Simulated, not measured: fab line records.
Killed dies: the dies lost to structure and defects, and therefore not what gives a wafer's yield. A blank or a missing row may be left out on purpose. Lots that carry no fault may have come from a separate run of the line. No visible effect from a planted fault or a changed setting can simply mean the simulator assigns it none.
Matching of chambers | flow sky130 | pecvd-02 running SKY_CAPM_CVD_00: 3 sister chambers
The step deposits SiO2, target thk 15.5 nm. 3 wafers are shown with their chamber, then 8 later ones without.

## WAFERS, EACH WITH ITS CHAMBER
wafer  | chamber | heater-power-w (W)
L081.1 | 0       | 666
L082.2 | 2       | 662
L086.2 | 1       | 748

## WAFERS WITH NO CHAMBER GIVEN
wafer  | heater-power-w (W)
L086.3 | 683
L086.6 | 675
L092.1 | 575
L092.2 | 729
L092.5 | 744
L095.1 | 638
L095.3 | 646
L095.4 | 653

## EACH ONE'S CHAMBER
wafer  | from the rows above          | in truth
L086.3 | can't be placed: 0 or 2 or 1 | 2
L086.6 | can't be placed: 0 or 2 or 1 | 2
L092.1 | can't be placed: 2 or 0      | 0
L092.2 | can't be placed: 1 or 0 or 2 | 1
L092.5 | 1                            | 1
L095.1 | can't be placed: 2 or 0      | 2
L095.3 | can't be placed: 2 or 0      | 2
L095.4 | can't be placed: 2 or 0      | 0
Correct placement for 1 of the 8. Unplaceable from these rows: 7, with the true chamber sitting among the candidates in 7. Placed wrongly: 0.
How it was worked out, from the rows above alone: a wafer's distance from a chamber is the root of the sum, over the readings, of the square of ((its reading less the chamber's mean) divided by the reading's scatter). The wafer belongs to the nearest chamber; if the next one is less than 2 further off, it can't be placed. A chamber's mean is the mean of its shown wafers. The scatter: root of mean squared gap, hidden wafer to nearest shown wafer, with one shown wafer a chamber.
